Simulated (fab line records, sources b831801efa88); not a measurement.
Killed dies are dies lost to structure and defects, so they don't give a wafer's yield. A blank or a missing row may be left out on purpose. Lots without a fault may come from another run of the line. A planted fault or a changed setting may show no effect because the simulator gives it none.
fab line records | flow sky130
record lots=5 wafers=15 last_day=50
route steps=708 shown CONTACT@418 METAL1@434
lots that met no fault: from a run of the same line without faults
start_h: hours from the record's first day to the start of the lot's first wafer shown | wait_h: hours since the lot's step before | " the same as in the row above | L1.1+2: a row that stands for several wafers | - no value, or no start given | * or withheld: withheld | < > ~ a bound
route shown NAME@n: a module of which the file shows steps, and the number in the route of the first | usual: mean/standard deviation of fault-free wafers | same: alike in all rows | chamber/n: place in a boat | sites: the reading at each site | _std_site: their standard deviation | _edge_site: outer sites' mean less inner sites' | radius_mm: how far each site lies from the wafer's centre | mask NAME#n: copy n | behind: the tool/chamber that last shaped the wafer | hold: why the lot was held/for how many hours/how that ended | device: the transistor (n, p or np) that didn't switch | end of line: the same wafers' tests at the end of the route | a step without rows: its recipe alone | killed: dies lost to structure and defects at the first sort, not the wafer's yield | map: a wafer's dies, x killed, . not, _ none there
set.NAME: the setting as run; set.NAME@STEP: as run at that earlier step | model.NAME: the simulator's own value behind a step, which no gauge read
lots at some steps of the route; a table a step, a row a wafer
services: from which hour (start_h, from the record's first day; less than 0 if before it) a tool's chamber was out of use, for how many hours, and why
## steps
# step SKY_CONTACT_PEB_12
# recipe peb_temp_c=withheld peb_time_s=withheld resist=KrF-thick
# columns lot.wafer tool chamber start_h wait_h
L080.3+4+6 litho_track-03 0 - -
L082.3+4+5 litho_track-02 0 - -
L083.1+4+6 litho_track-02 0 - -
L090.4+5+6 litho_track-02 0 - -
L096.4+5+6 litho_track-03 0 - -
# step SKY_CONTACT_DEVELOP_13
# recipe develop_time_s=60 resist=KrF-thick dev_temp_c=21
# columns lot.wafer tool chamber start_h wait_h
L080.3+4+6 litho_track-03 0 - -
L082.3+4+5 litho_track-02 0 - -
L083.1+4+6 litho_track-02 0 - -
L090.4+5+6 litho_track-02 0 - -
L096.4+5+6 litho_track-03 0 - -
# step SKY_CONTACT_CD_MEAS_14
# recipe target_cd_nm=170
# usual cd_nm=169.8/1.4
# columns lot.wafer tool chamber start_h wait_h cd_nm
L080.3 cd_sem-02 - 785.58 - 168.7
L080.4 " - " " 168.3
L080.6 " - " " 168.5
L082.3 cd_sem-01 - 802.56 - 170.2
L082.4 " - " " 169.5
L082.5 " - " " 169.6
L083.1 cd_sem-01 - 808.02 - 170.4
L083.4 " - " " 169.4
L083.6 " - " " 170.0
L090.4 cd_sem-02 - 858.68 - 171.6
L090.5 " - " " 170.8
L090.6 " - " " 172.4
L096.4 cd_sem-02 - 905.10 - 169.0
L096.5 " - " " 168.2
L096.6 " - " " 166.9
# step SKY_CONTACT_OVL_MEAS_15
# usual CONTACT_OVL=-3/5.3
# columns lot.wafer tool chamber start_h wait_h CONTACT_OVL[nm]
L080.3 overlay-01 - 785.67 0.1 -6
L080.4 " - " " -10
L080.6 " - " " -8
L082.3 overlay-02 - 802.65 0.1 2
L082.4 " - " " 3
L082.5 " - " " 2
L083.1 overlay-01 - 808.14 0.1 3
L083.4 " - " " 4
L083.6 " - " " 2
L090.4 overlay-01 - 858.76 0.1 -12
L090.5 " - " " -5
L090.6 " - " " -8
L096.4 overlay-02 - 905.18 0.1 4
L096.5 " - " " -3
L096.6 " - " " -1
# step SKY_CONTACT_ETCH_16
# recipe chemistry=N2/H2 target=BARC ion_energy_ev=200 source_w=500 bias_w=100 pressure_mtorr=30 n2_flow_sccm=100 h2_flow_sccm=200 stop_on=SiO2 time_s=45.9 target_depth_a=600
# usual chamber_pressure_mTorr=30.002/0.029 drypump_motor_current_A=5.9/0.37 h2_flow_sccm=200.0/0.6 oes_product_au=0.855/0.0046 throttle_valve_pct=13.224/0.0087
# columns lot.wafer tool chamber start_h wait_h chamber_pressure_mTorr drypump_motor_current_A h2_flow_sccm oes_product_au rf_hours_counter_h throttle_valve_pct
L080.3 rie_diel-01 0 785.70 0.0 30.012 5.9 200.3 0.857 9 13.242
L080.4 " 2 " " 29.966 6.1 201.3 0.859 10 13.226
L080.6 " 0 " " 30.011 5.9 200.3 0.857 - 13.222
L082.3 rie_diel-02 2 802.68 0.0 29.925 6.0 200.9 0.860 11 13.216
L082.4 " 1 " " 30.051 5.3 199.7 0.863 - 13.211
L082.5 " 3 " " 29.979 5.6 200.4 0.860 - 13.220
L083.1 rie_diel-01 1 808.18 0.0 29.974 5.8 200.6 0.863 4 13.221
L083.4 " 3 " " 30.014 5.4 200.0 0.851 - 13.217
L083.6 " 2 " " 30.005 6.1 200.8 0.851 - 13.218
L090.4 rie_diel-02 1 858.78 0.0 30.006 5.4 199.8 0.851 8 13.219
L090.5 " 3 " " 29.982 5.6 200.4 0.857 - 13.232
L090.6 " 2 " " 30.038 6.0 200.4 0.856 - 13.221
L096.4 rie_diel-02 2 905.20 0.0 30.041 6.1 199.9 0.856 15 13.227
L096.5 " 0 " " 30.001 6.1 199.6 0.853 - 13.224
L096.6 " 3 " " 30.016 5.6 199.6 0.855 - 13.224
# step SKY_CONTACT_ETCH_17
# recipe target=SiO2 chemistry=C4F8/O2/Ar stop_on=Si3N4 mask_material=KrF-thick source_w=1500 bias_w=1200 pressure_mtorr=40 c4f8_flow_sccm=withheld O2_flow_sccm=6 Ar_flow_sccm=300 time_s=withheld target_depth_a=3400
# usual chamber_pressure_mTorr=40.00/0.034 oes_product_au=0.891/0.0049
# columns lot.wafer tool chamber start_h wait_h chamber_pressure_mTorr oes_product_au
L080.3 rie_diel-01 0 785.74 0.0 39.92 0.889
L080.4 " 2 " " 39.95 0.889
L080.6 " 0 " " 40.01 0.888
L082.3 rie_diel-02 2 802.72 0.0 40.04 0.896
L082.4 " 1 " " 40.05 0.896
L082.5 " 3 " " 40.04 0.896
L083.1 rie_diel-01 1 808.22 0.0 39.95 0.884
L083.4 " 3 " " 40.02 0.881
L083.6 " 2 " " 40.00 0.889
L090.4 rie_diel-02 1 858.82 0.0 39.98 0.888
L090.5 " 3 " " 39.99 0.893
L090.6 " 2 " " 40.02 0.887
L096.4 rie_diel-02 2 905.24 0.0 39.96 0.891
L096.5 " 0 " " 39.97 0.893
L096.6 " 3 " " 40.07 0.888
# step SKY_CONTACT_ETCH_18
# recipe target=Si3N4 chemistry=CHF3/O2 stop_on=TiN source_w=600 bias_w=200 pressure_mtorr=40 chf3_flow_sccm=50 O2_flow_sccm=5 time_s=39 target_depth_a=750
# usual O2_flow_sccm=5.000/0.015 chamber_pressure_mTorr=40.00/0.037 drypump_motor_current_A=5.9/0.37 oes_product_au=0.852/0.007 throttle_valve_pct=8.792/0.0096
# columns lot.wafer tool chamber start_h wait_h O2_flow_sccm chamber_pressure_mTorr drypump_motor_current_A oes_product_au rf_hours_counter_h throttle_valve_pct
L080.3 rie_diel-01 0 - - 5.005 39.99 5.9 0.836 9 8.785
L080.4 " 2 " " 4.985 40.03 6.1 0.850 10 8.780
L080.6 " 0 " " 4.984 40.07 5.9 0.855 - 8.789
L082.3 rie_diel-02 2 - - 5.010 40.03 6.0 0.854 11 8.777
L082.4 " 1 " " 4.997 39.95 5.3 0.858 - 8.807
L082.5 " 3 " " 4.997 40.01 5.6 0.862 - 8.789
L083.1 rie_diel-01 1 - - 5.029 39.99 5.8 0.852 4 8.800
L083.4 " 3 " " 5.033 40.02 5.4 0.852 - 8.798
L083.6 " 2 " " 4.963 39.97 6.2 0.859 - 8.797
L090.4 rie_diel-02 1 - - 5.005 40.03 5.3 0.856 8 8.793
L090.5 " 3 " " 5.000 39.97 5.6 0.860 - 8.802
L090.6 " 2 " " 4.974 39.95 6.1 0.851 - 8.781
L096.4 rie_diel-02 2 - - 4.995 39.99 6.1 0.859 15 8.784
L096.5 " 0 " " 4.983 40.01 6.1 0.853 - 8.794
L096.6 " 3 " " 5.022 40.01 5.6 0.854 - 8.795
# step SKY_CONTACT_STRIP_19
# recipe chemistry=O2/N2 power_w=1400 pressure_mtorr=1500 platen_temp_c=withheld o2_flow_sccm=3000 n2_flow_sccm=300 overash_fraction=0.5
# usual chamber_pressure_mTorr=1500.0/1.4 drypump_motor_current_A=6.0/0.38 o2_flow_sccm=3000/9.1 oes_product_au=0.381/0.0047 strip_time_to_endpoint_s=3.626/0.025
# columns lot.wafer tool chamber start_h wait_h chamber_pressure_mTorr drypump_motor_current_A o2_flow_sccm oes_product_au rf_hours_counter_h strip_time_to_endpoint_s
L080.3 plasma_asher-04 1 785.86 - 1498.8 5.8 3012 0.385 - 3.634
L080.4 " 0 " " 1500.2 5.4 2992 0.386 - 3.636
L080.6 " 0 " " 1498.6 5.4 3012 0.377 - 3.643
L082.3 plasma_asher-02 0 802.84 - 1501.7 6.1 3005 0.379 - 3.658
L082.4 " 1 " " 1499.1 5.7 2993 0.378 - 3.617
L082.5 " 1 " " 1497.4 5.8 3003 0.379 - 3.600
L083.1 plasma_asher-01 0 808.31 - 1500.6 6.6 2998 0.378 103 3.638
L083.4 " 1 " " 1497.8 6.1 3007 0.388 - 3.614
L083.6 " 0 " " 1501.0 6.6 2993 0.385 - 3.628
L090.4 plasma_asher-02 0 858.94 - 1500.5 6.1 2993 0.385 - 3.674
L090.5 " 0 " " 1497.4 6.1 3005 0.377 - 3.609
L090.6 " 1 " " 1502.4 5.7 3013 0.385 - 3.658
L096.4 plasma_asher-01 1 905.36 - 1497.3 6.1 3007 0.383 - 3.637
L096.5 " 1 " " 1502.3 6.1 3002 0.380 - 3.653
L096.6 " 0 " " 1499.1 6.6 2994 0.383 - 3.612
# step SKY_CONTACT_STRIP_20
# recipe chemistry=post_etch_residue_remover time_s=1200 temp_c=72.5
# columns lot.wafer tool chamber start_h wait_h
L080.3+4+6 wet_bench-02 0 785.93 0.0
L082.3+4+5 wet_bench-01 2 802.91 0.0
L083.1+4+6 wet_bench-04 3 808.41 0.1
L090.4+5+6 wet_bench-01 2 859.01 0.0
L096.4+5+6 wet_bench-04 3 905.43 0.0
# step SKY_CONTACT_CLEAN_21
# recipe chemistry=IPA time_s=180 temp_c=25
# columns lot.wafer tool chamber start_h wait_h
L080.3+4+6 wet_bench-01 2 786.27 0.0
L082.3+4+5 wet_bench-04 1 803.25 0.0
L083.1+4+6 wet_bench-01 2 808.78 0.0
L090.4+5+6 wet_bench-04 2 859.38 0.0
L096.4+5+6 wet_bench-02 1 905.80 0.0
# step SKY_CONTACT_CLEAN_22
# recipe chemistry=O3/DIW dry=n2_spin
# columns lot.wafer tool chamber start_h wait_h
L080.3+4+6 wet_bench-04 0 786.33 0.0
L082.3+4+5 wet_bench-02 2 803.31 0.0
L083.1+4+6 wet_bench-02 2 808.84 0.0
L090.4+5+6 wet_bench-02 0 859.44 0.0
L096.4+5+6 wet_bench-01 3 905.86 0.0
# step SKY_CONTACT_SPUTTER_23
# recipe material=TiN target_thk_nm=20 chamber_pressure_pa=5 power_w=4000 time_s=80
# usual throttle_valve_pct=29.8/0.59
# columns lot.wafer tool chamber start_h wait_h throttle_valve_pct
L080.3 pvd_sputter-03 - 786.43 0.0 29.7
L080.4 " - " " 29.9
L080.6 " - " " 29.7
L082.3 pvd_sputter-03 - 803.40 0.0 29.8
L082.4 " - " " 29.8
L082.5 " - " " 29.7
L083.1 pvd_sputter-01 - 808.93 0.0 29.4
L083.4 " - " " 31.2
L083.6 " - " " 30.3
L090.4 pvd_sputter-01 - 859.53 0.0 30.5
L090.5 " - " " 30.8
L090.6 " - " " 30.9
L096.4 pvd_sputter-03 - 905.95 0.0 29.8
L096.5 " - " " 29.5
L096.6 " - " " 29.4
# step SKY_CONTACT_CVD_24
# recipe material=W target_thk_nm=340 time_s=102.12 temp_c=400 pressure_torr=40
# usual heater_power_w=863/64
# columns lot.wafer tool chamber start_h wait_h heater_power_w since_wet_clean_h
L080.3 cvd_w-01 0 786.53 0.1 820 -
L080.4 " 1 " " 765 -
L080.6 " 0 " " 821 -
L082.3 cvd_w-01 1 803.50 0.1 780 -
L082.4 " 0 " " 805 -
L082.5 " 1 " " 779 -
L083.1 cvd_w-02 1 808.99 0.0 856 405
L083.4 " 0 " " 937 -
L083.6 " 1 " " 866 -
L090.4 cvd_w-02 1 859.63 0.1 879 -
L090.5 " 0 " " 947 -
L090.6 " 1 " " 873 -
L096.4 cvd_w-02 0 906.05 0.1 937 -
L096.5 " 0 " " 964 -
L096.6 " 1 " " 867 -
# step SKY_CONTACT_RS_MEAS_25
# recipe thk_meas_gauge=four-point-probe reads=W_of_CONTACT_CVD_24+TiN_of_CONTACT_SPUTTER_23
# usual CONTACT_W_RS=0.335/0.0043
# columns lot.wafer tool chamber start_h wait_h CONTACT_W_RS[ohm/sq]
L080.3 film_metro-03 - 786.65 0.1 0.335
L080.4 " - " " 0.339
L080.6 " - " " 0.333
L082.3 film_metro-03 - 803.61 0.1 0.338
L082.4 " - " " 0.334
L082.5 " - " " 0.337
L083.1 film_metro-02 - 809.10 0.1 0.327
L083.4 " - " " 0.332
L083.6 " - " " 0.328
L090.4 film_metro-03 - 859.76 0.1 0.329
L090.5 " - " " 0.335
L090.6 " - " " 0.336
L096.4 film_metro-03 - 906.18 0.1 0.335
L096.5 " - " " 0.335
L096.6 " - " " 0.331
# step SKY_CONTACT_THK_MEAS_26
# recipe thk_meas_gauge=xrf reads=W_of_CONTACT_CVD_24
# usual CONTACT_W_THK=348/5.5
# columns lot.wafer tool chamber start_h wait_h CONTACT_W_THK[nm]
L080.3 film_metro-03 - 786.75 0.1 348
L080.4 " - " " 344
L080.6 " - " " 349
L082.3 film_metro-03 - 803.71 0.1 341
L082.4 " - " " 346
L082.5 " - " " 343
L083.1 film_metro-02 - 809.22 0.1 362
L083.4 " - " " 356
L083.6 " - " " 360
L090.4 film_metro-03 - 859.85 0.1 355
L090.5 " - " " 347
L090.6 " - " " 346
L096.4 film_metro-03 - 906.27 0.1 348
L096.5 " - " " 345
L096.6 " - " " 354
# step SKY_CONTACT_CMP_27
# recipe stop_on=SiO2 t_overpolish_s=15 down_force_psi=3.5 platen_rpm=60 target_thk_nm=0 pad_velocity_m_s=0.94248
# usual motor_current_A=11.4/0.93 overpolish_run_s=14.999/0.0092 time_to_endpoint_s=82/3.5
# columns lot.wafer tool chamber start_h wait_h motor_current_A overpolish_run_s time_to_endpoint_s
L080.3 cmp-01 0 786.79 0.0 12.0 14.998 78
L080.4 " 2 " " 11.9 15.001 77
L080.6 " 0 " " 11.8 15.005 79
L082.4 cmp-01 0 803.75 0.0 11.4 14.985 78
L082.3 " 1 " " 12.4 15.005 75
L082.5 " 1 " " 12.1 14.987 80
L083.4 cmp-02 1 809.33 0.1 11.2 14.995 81
L083.1 " 2 " " 10.0 15.003 84
L083.6 " 0 " " 9.7 14.987 85
L090.4 cmp-02 1 859.98 0.1 10.8 15.000 82
L090.5 " 3 " " 11.2 15.008 90
L090.6 " 0 " " 10.0 14.993 87
L096.4 cmp-02 3 906.35 0.1 10.7 15.003 86
L096.5 " 2 " " 10.0 15.001 88
L096.6 " 3 " " 10.5 15.005 86
# step SKY_METAL1_SPUTTER_00
# recipe material=Ti target_thk_nm=15 power_w=3000 time_s=10 chamber_pressure_pa=0.4
# usual throttle_valve_pct=30.0/1.1
# columns lot.wafer tool chamber start_h wait_h throttle_valve_pct
L080.3 pvd_sputter-02 - 787.09 0.2 30.8
L080.4 " - " " 30.0
L080.6 " - " " 29.3
L082.3 pvd_sputter-02 - 804.05 0.2 29.0
L082.4 " - " " 30.9
L082.5 " - " " 29.2
L083.1 pvd_sputter-03 - 809.58 0.1 29.3
L083.4 " - " " 29.7
L083.6 " - " " 29.3
L090.4 pvd_sputter-02 - 860.18 0.1 31.1
L090.5 " - " " 29.2
L090.6 " - " " 29.7
L096.4 pvd_sputter-03 - 906.60 0.2 29.6
L096.5 " - " " 29.6
L096.6 " - " " 30.1
# step SKY_METAL1_SPUTTER_01
# recipe material=TiN target_thk_nm=20 power_w=6500 time_s=16.7 chamber_pressure_pa=0.4
# usual throttle_valve_pct=30.0/1
# columns lot.wafer tool chamber start_h wait_h throttle_valve_pct
L080.3 pvd_sputter-02 - 787.11 0.0 31.1
L080.4 " - " " 29.7
L080.6 " - " " 29.1
L082.3 pvd_sputter-02 - 804.08 0.0 29.2
L082.4 " - " " 30.9
L082.5 " - " " 29.0
L083.1 pvd_sputter-03 - 809.61 0.0 29.2
L083.4 " - " " 29.8
L083.6 " - " " 29.0
L090.4 pvd_sputter-02 - 860.21 0.0 30.9
L090.5 " - " " 29.1
L090.6 " - " " 29.9
L096.4 pvd_sputter-03 - 906.63 0.0 29.4
L096.5 " - " " 29.5
L096.6 " - " " 30.3
# step SKY_METAL1_SPUTTER_02
# recipe material=AlCu target_thk_nm=250 power_w=10600 time_s=13.3 chamber_pressure_pa=0.4
# usual throttle_valve_pct=30.0/1
# columns lot.wafer tool chamber start_h wait_h throttle_valve_pct
L080.3 pvd_sputter-02 - 787.13 0.0 31.1
L080.4 " - " " 30.0
L080.6 " - " " 29.1
L082.3 pvd_sputter-02 - 804.10 0.0 29.2
L082.4 " - " " 30.7
L082.5 " - " " 29.0
L083.1 pvd_sputter-03 - 809.63 0.0 29.0
L083.4 " - " " 29.6
L083.6 " - " " 29.4
L090.4 pvd_sputter-02 - 860.23 0.0 30.9
L090.5 " - " " 29.1
L090.6 " - " " 29.9
L096.4 pvd_sputter-03 - 906.65 0.0 29.5
L096.5 " - " " 29.5
L096.6 " - " " 30.1
# step SKY_METAL1_SPUTTER_03
# recipe material=Ti target_thk_nm=5 power_w=3000 time_s=3.3 chamber_pressure_pa=0.4
# usual throttle_valve_pct=30.0/1.1
# columns lot.wafer tool chamber start_h wait_h throttle_valve_pct
L080.3 pvd_sputter-02 - 787.16 0.0 30.9
L080.4 " - " " 29.9
L080.6 " - " " 29.0
L082.3 pvd_sputter-02 - 804.13 0.0 29.1
L082.4 " - " " 31.2
L082.5 " - " " 29.1
L083.1 pvd_sputter-03 - 809.66 0.0 29.1
L083.4 " - " " 29.9
L083.6 " - " " 29.1
L090.4 pvd_sputter-02 - 860.26 0.0 31.0
L090.5 " - " " 28.9
L090.6 " - " " 30.0
L096.4 pvd_sputter-03 - 906.68 0.0 29.6
L096.5 " - " " 29.5
L096.6 " - " " 29.9
# step SKY_METAL1_SPUTTER_04
# recipe material=TiN target_thk_nm=70 power_w=6500 time_s=58.3 chamber_pressure_pa=0.4
# usual throttle_valve_pct=30.0/1
# columns lot.wafer tool chamber start_h wait_h throttle_valve_pct
L080.3 pvd_sputter-02 - 787.18 0.0 30.8
L080.4 " - " " 29.7
L080.6 " - " " 29.2
L082.3 pvd_sputter-02 - 804.14 0.0 29.0
L082.4 " - " " 31.1
L082.5 " - " " 28.9
L083.1 pvd_sputter-03 - 809.68 0.0 29.1
L083.4 " - " " 29.9
L083.6 " - " " 29.0
L090.4 pvd_sputter-02 - 860.28 0.0 31.0
L090.5 " - " " 29.2
L090.6 " - " " 29.9
L096.4 pvd_sputter-03 - 906.69 0.0 29.9
L096.5 " - " " 29.9
L096.6 " - " " 30.1
# step SKY_METAL1_RS_MEAS_05
# recipe thk_meas_gauge=four-point-probe reads=TiN_of_METAL1_SPUTTER_04+Ti_of_METAL1_SPUTTER_03+AlCu_of_METAL1_SPUTTER_02+TiN_of_METAL1_SPUTTER_01+Ti_of_METAL1_SPUTTER_00
# usual METAL1_ALCU_RS=0.1265/0.0013
# columns lot.wafer tool chamber start_h wait_h METAL1_ALCU_RS[ohm/sq]
L080.3 film_metro-01 - 787.27 0.1 0.1271
L080.4 " - " " 0.1279
L080.6 " - " " 0.1275
L082.3 film_metro-01 - 804.23 0.1 0.1273
L082.4 " - " " 0.1276
L082.5 " - " " 0.1261
L083.1 film_metro-03 - 809.72 0.0 0.1250
L083.4 " - " " 0.1257
L083.6 " - " " 0.1237
L090.4 film_metro-03 - 860.38 0.1 0.1262
L090.5 " - " " 0.1264
L090.6 " - " " 0.1248
L096.4 film_metro-02 - 906.80 0.1 0.1256
L096.5 " - " " 0.1261
L096.6 " - " " 0.1258
# step SKY_METAL1_THK_MEAS_06
# recipe thk_meas_gauge=xrf reads=AlCu_of_METAL1_SPUTTER_02
# usual METAL1_ALCU_THK=251/3.1
# columns lot.wafer tool chamber start_h wait_h METAL1_ALCU_THK[nm]
L080.3 film_metro-01 - 787.37 0.1 249
L080.4 " - " " 247
L080.6 " - " " 249
L082.3 film_metro-01 - 804.33 0.1 250
L082.4 " - " " 247
L082.5 " - " " 253
L083.1 film_metro-03 - 809.84 0.1 253
L083.4 " - " " 251
L083.6 " - " " 255
L090.4 film_metro-03 - 860.47 0.1 254
L090.5 " - " " 251
L090.6 " - " " 254
L096.4 film_metro-02 - 906.89 0.1 255
L096.5 " - " " 254
L096.6 " - " " 254
# step SKY_METAL1_DEHYDRATE_07
# recipe temp_c=200 time_s=60
# columns lot.wafer tool chamber start_h wait_h
L080.3+4+6 litho_track-03 0 799.74 12.4
L082.3+4+5 litho_track-01 0 816.49 12.2
L083.1+4+6 litho_track-01 0 822.49 12.6
L090.4+5+6 litho_track-01 0 872.67 12.2
L096.4+5+6 litho_track-03 0 918.57 11.7
# step SKY_METAL1_HMDS_08
# recipe prime_time_s=60 prime_temp_c=120
# columns lot.wafer tool chamber start_h wait_h
L080.3+4+6 litho_track-03 0 799.89 0.1
L082.3+4+5 litho_track-01 0 816.64 0.1
L083.1+4+6 litho_track-01 0 822.64 0.1
L090.4+5+6 litho_track-01 0 872.82 0.1
L096.4+5+6 litho_track-03 0 918.72 0.1
# step SKY_METAL1_COAT_09
# recipe resist=BARC temp_c=withheld time_s=withheld spin_rpm=3000 resist_thk_nm=60
# columns lot.wafer tool chamber start_h wait_h
L080.3+4+6 litho_track-03 0 800.04 0.1
L082.3+4+5 litho_track-01 0 816.79 0.1
L083.1+4+6 litho_track-01 0 822.79 0.1
L090.4+5+6 litho_track-01 0 872.97 0.1
L096.4+5+6 litho_track-03 0 918.87 0.1
# step SKY_METAL1_COAT_10
# recipe resist=KrF-thick spin_rpm=3000 resist_thk_nm=450
# columns lot.wafer tool chamber start_h wait_h
L080.3+4+6 litho_track-03 0 - -
L082.3+4+5 litho_track-01 0 - -
L083.1+4+6 litho_track-01 0 - -
L090.4+5+6 litho_track-01 0 - -
L096.4+5+6 litho_track-03 0 - -
# step SKY_METAL1_SOFTBAKE_11
# recipe temp_c=100 time_s=90 resist=KrF-thick
# columns lot.wafer tool chamber start_h wait_h
L080.3+4+6 litho_track-03 0 - -
L082.3+4+5 litho_track-01 0 - -
L083.1+4+6 litho_track-01 0 - -
L090.4+5+6 litho_track-01 0 - -
L096.4+5+6 litho_track-03 0 - -
# step SKY_METAL1_EXPOSE_12
# recipe mask_id=MM1 na=0.8 source_shape=annular sigma_inner=0.55 sigma_outer=0.85 target_cd_nm=140 dose_mj=28
# same na=0.8
# columns lot.wafer tool chamber start_h wait_h mask
L080.3+4+6 krf_scanner-02 0 - - MM1#0
L082.3+4+5 krf_scanner-02 0 - - MM1#0
L083.1+4+6 krf_scanner-02 0 - - MM1#0
L090.4+5+6 krf_scanner-01 0 - - MM1#0
L096.4+5+6 krf_scanner-02 0 - - MM1#0
# step SKY_METAL1_PEB_13
# recipe peb_temp_c=withheld peb_time_s=withheld resist=KrF-thick
# columns lot.wafer tool chamber start_h wait_h
L080.3+4+6 litho_track-01 0 - -
L082.3+4+5 litho_track-03 0 - -
L083.1+4+6 litho_track-03 0 - -
L090.4+5+6 litho_track-01 0 - -
L096.4+5+6 litho_track-04 0 - -
# step SKY_METAL1_DEVELOP_14
# recipe develop_time_s=60 resist=KrF-thick dev_temp_c=21
# columns lot.wafer tool chamber start_h wait_h
L080.3+4+6 litho_track-01 0 - -
L082.3+4+5 litho_track-03 0 - -
L083.1+4+6 litho_track-03 0 - -
L090.4+5+6 litho_track-01 0 - -
L096.4+5+6 litho_track-04 0 - -
# step SKY_METAL1_CD_MEAS_15
# recipe target_cd_nm=140
# usual cd_nm=139.8/1.6
# columns lot.wafer tool chamber start_h wait_h cd_nm
L080.3 cd_sem-01 - 813.83 - 140.8
L080.4 " - " " 140.5
L080.6 " - " " 140.9
L082.3 cd_sem-02 - 830.13 - 140.7
L082.4 " - " " 139.0
L082.5 " - " " 140.3
L083.1 cd_sem-02 - 836.39 - 136.6
L083.4 " - " " 138.7
L083.6 " - " " 138.0
L090.4 cd_sem-01 - 885.70 - 138.1
L090.5 " - " " 140.6
L090.6 " - " " 140.0
L096.4 cd_sem-01 - 931.76 - 137.0
L096.5 " - " " 137.0
L096.6 " - " " 137.3
# step SKY_METAL1_OVL_MEAS_16
# usual METAL1_OVL=1/5.1
# columns lot.wafer tool chamber start_h wait_h METAL1_OVL[nm]
L080.3 overlay-01 - 813.93 0.1 3
L080.4 " - " " 3
L080.6 " - " " 6
L082.3 overlay-01 - 830.22 0.1 5
L082.4 " - " " 11
L082.5 " - " " 4
L083.1 overlay-02 - 836.51 0.1 -5
L083.4 " - " " 2
L083.6 " - " " 3
L090.4 overlay-02 - 885.78 0.1 -3
L090.5 " - " " 4
L090.6 " - " " 1
L096.4 overlay-02 - 931.84 0.1 0
L096.5 " - " " 2
L096.6 " - " " 3
# step SKY_METAL1_DESCUM_17
# recipe chemistry=O2 source_power_w=150 bias_power_w=0 pressure_mtorr=10 temp_c=40 time_s=8
# usual chamber_pressure_mTorr=10.000/0.0093 drypump_motor_current_A=5.6/0.55 oes_product_au=0.999/0.0078
# columns lot.wafer tool chamber start_h wait_h chamber_pressure_mTorr drypump_motor_current_A oes_product_au rf_hours_counter_h
L080.3 rie_metal-04 1 813.97 0.0 9.989 5.7 0.998 -
L080.4 " 1 " " 9.999 5.8 1.003 -
L080.6 " 1 " " 9.998 5.8 0.993 -
L082.3 rie_metal-03 0 830.26 0.0 9.991 5.9 1.009 -
L082.4 " 1 " " 10.005 4.8 0.988 -
L082.5 " 1 " " 9.992 4.8 0.993 -
L083.1 rie_metal-03 1 836.55 0.0 9.992 4.8 1.001 16
L083.4 " 0 " " 10.007 5.9 1.000 -
L083.6 " 0 " " 9.994 5.9 0.997 -
L090.4 rie_metal-04 1 885.81 0.0 10.012 5.8 0.995 -
L090.5 " 0 " " 9.998 5.9 1.000 -
L090.6 " 1 " " 9.998 5.8 1.001 -
L096.4 rie_metal-03 0 931.87 0.0 10.001 5.9 1.015 -
L096.5 " 1 " " 10.006 4.8 1.005 -
L096.6 " 0 " " 10.013 5.9 0.998 -
# step SKY_METAL1_ETCH_18
# recipe chemistry=N2/H2 target=BARC ion_energy_ev=200 bias_w=100 pressure_mtorr=30 n2_flow_sccm=100 h2_flow_sccm=200 icp_w=500 stop_on=SiO2 time_s=45.9 target_depth_a=600
# usual chamber_pressure_mTorr=30.002/0.029 drypump_motor_current_A=5.6/0.55 h2_flow_sccm=200.0/0.56 oes_product_au=0.854/0.0054 throttle_valve_pct=13.226/0.0087
# columns lot.wafer tool chamber start_h wait_h chamber_pressure_mTorr drypump_motor_current_A h2_flow_sccm oes_product_au rf_hours_counter_h throttle_valve_pct
L080.3 rie_metal-04 1 814.06 0.1 30.000 5.8 200.4 0.855 - 13.228
L080.4 " 1 " " 30.022 5.8 200.4 0.858 - 13.233
L080.6 " 1 " " 29.998 5.8 199.9 0.859 - 13.234
L082.3 rie_metal-03 0 830.30 0.0 30.001 5.9 200.0 0.848 - 13.233
L082.4 " 1 " " 30.002 4.8 200.4 0.852 - 13.223
L082.5 " 1 " " 29.970 4.8 200.8 0.859 - 13.211
L083.1 rie_metal-03 1 836.58 0.0 29.972 4.8 200.4 0.853 16 13.236
L083.4 " 0 " " 30.001 5.9 199.7 0.849 - 13.232
L083.6 " 0 " " 30.006 5.9 200.1 0.852 - 13.222
L090.4 rie_metal-04 1 885.85 0.0 30.023 5.8 200.3 0.862 - 13.212
L090.5 " 0 " " 29.969 5.9 199.3 0.851 - 13.228
L090.6 " 1 " " 29.952 5.8 199.5 0.862 - 13.237
L096.4 rie_metal-03 0 931.91 0.0 29.988 5.9 200.2 0.850 - 13.212
L096.5 " 1 " " 30.010 4.8 199.8 0.855 - 13.227
L096.6 " 0 " " 30.025 5.9 200.7 0.860 - 13.206
## services
# columns tool chamber start_h hours kind
krf_scanner-02 - 763.93 4.4 pm
pvd_sputter-02 - 769.38 2.1 repair
krf_scanner-02 - 776.00 1.3 pm
cvd_w-02 - 780.67 6.9 pm
cmp-02 - 781.12 2.5 repair
cmp-02 - 791.38 7.0 pm
rie_diel-02 0 796.00 15.3 repair
rie_diel-01 0 807.37 3.4 repair
cvd_w-02 1 824.18 12.7 repair
krf_scanner-02 - 828.96 1.0 pm
rie_metal-04 - 829.13 0.5 repair
cmp-02 - 829.14 5.0 repair
wet_bench-04 - 834.24 3.1 repair
rie_diel-01 2 856.68 12.7 repair
cmp-02 - 864.64 1.4 repair
rie_diel-02 3 871.93 8.7 repair
cmp-02 - 895.44 0.3 repair
cmp-02 - 902.34 2.1 repair
rie_diel-01 - 908.67 0.7 repair
rie_diel-01 2 916.61 5.3 repair
krf_scanner-02 - 920.00 0.8 pm
rie_diel-02 3 922.64 15.9 repair
krf_scanner-02 - 926.55 11.6 repair
rie_diel-02 1 931.04 1.3 repair
## key
fault none
